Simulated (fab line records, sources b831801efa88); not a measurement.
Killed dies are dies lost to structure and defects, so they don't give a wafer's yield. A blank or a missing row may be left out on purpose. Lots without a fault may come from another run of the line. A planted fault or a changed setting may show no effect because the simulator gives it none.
Problem report in the 8D (eight disciplines) form, filled by code | flow sky130 | the parts of the form that need people (team, actions taken, sign-off) are left out

1. THE PROBLEM
oes_product_au at SKY_VIA1_ETCH_15 reads a mean of 1.003 a.u. on 2 wafers of 1 lot; wafers without a fault read 0.974 a.u. with a standard deviation of 0.006. That is +4.8 standard deviations from the usual mean.
The step: etches SiO2 in C4F8/O2/Ar, stops on TiN, target depth 351 nm, time 54 s.
First seen on wafer L660.4, day 38 17:22, on rie_diel-01. The record holds 39 wafers of 13 lots with a number at this step. Rule for "out", or "out of limits": more than 4 standard deviations from the usual mean. The other wafers with a number count as sound.

2. WHAT IT IS AND WHAT IT IS NOT
question                    | is                | is not
which readings at this step | oes_product_au    | -
which lots                  | L660              | L648, L649, L650, L652, L653, L654, L655, L656, L657, L659, L666, L669
which wafers of those lots  | L660.4, L660.5    | L660.2
read on which tools         | rie_diel-01       | rie_diel-02, rie_diel-03
when                        | from day 38 17:22 | up to then (31 sound wafers); but 6 sound wafers of L666, L669 came after

3. SUSPECTS, AND WHAT RULES EACH OUT
Counting: a tool at a process step up to the reading stays a suspect if it ran every lot that is out. Sound lots after the first of them don't rule it out here, since some wafers of a struck lot are sound.
- pvd_sputter-01 at SKY_METAL1_SPUTTER_04 (material TiN, target thk 70 nm, time 56.19 s): kept. It ran the lot that is out, L660 (day 36 12:05); its last sound lot up to then is L654 (day 34 05:35).
- cmp-01 at SKY_VIA1_CMP_02 (polishes SiO2): kept. It ran the lot that is out, L660 (day 37 15:11); its last sound lot up to then is L659 (day 36 18:28).
- rie_diel-01 at SKY_VIA1_ETCH_15 (etches SiO2 in C4F8/O2/Ar, stops on TiN, target depth 351 nm, time 54 s): kept. It ran the lot that is out, L660 (day 38 17:22); its last sound lot up to then is L659 (day 37 20:07). Its own readings are out on those wafers: oes_product_au.
- Within cmp-01 at SKY_VIA1_CMP_02: the wafers that are out ran in chambers 0, 1; their sound lot-mates ran in chamber 2.
- Within rie_diel-01 at SKY_VIA1_ETCH_15: the wafers that are out ran in chambers 2, 3; their sound lot-mates ran in chamber 0.
Left after counting: pvd_sputter-01 at SKY_METAL1_SPUTTER_04, cmp-01 at SKY_VIA1_CMP_02, rie_diel-01 at SKY_VIA1_ETCH_15.

4. THE CAUSE (what the simulator had put in)
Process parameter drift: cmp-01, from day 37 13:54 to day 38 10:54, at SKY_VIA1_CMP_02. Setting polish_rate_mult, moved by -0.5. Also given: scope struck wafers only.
Counting left 3 suspects, and this tool is among them.

5. THE CHAIN OF EFFECTS, in route order
Each row: a reading whose mean over the struck wafers that have a number lies more than 3 standard deviations from the usual. Only readings for which the record gives a usual standard deviation are gone through. hours: the time from each lot's start at the first step in this table that gives one to its start at this step, as a median over the lots. sigmas: the change in usual standard deviations.
hours | step             | reading        | usual      | on struck wafers | change | sigmas
0     | SKY_VIA1_ETCH_15 | oes_product_au | 0.974 a.u. | 1.003            | +0.029 | +4.8
The process steps in it:
- SKY_VIA1_ETCH_15: etches SiO2 in C4F8/O2/Ar, stops on TiN, target depth 351 nm, time 54 s.
Later measuring or inspecting steps at which every struck wafer that the step has a row for has a number for every such reading, and none has moved that far: SKY_VIA1_THK_MEAS_23.

6. WHAT WOULD HAVE CAUGHT IT SOONER
In this record the first reading out of limits was taken at day 38 17:22, 27 hours after the fault began at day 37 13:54.
Of the tool readings at SKY_VIA1_CMP_02 for which the record gives a usual standard deviation, none was out on any struck wafer, so an alarm limit of 4 standard deviations on them would not have fired.
All the lots that are out (1) had begun SKY_VIA1_CMP_02 on cmp-01 by day 38 17:22. A hold on the tool at that time would have spared none of them.
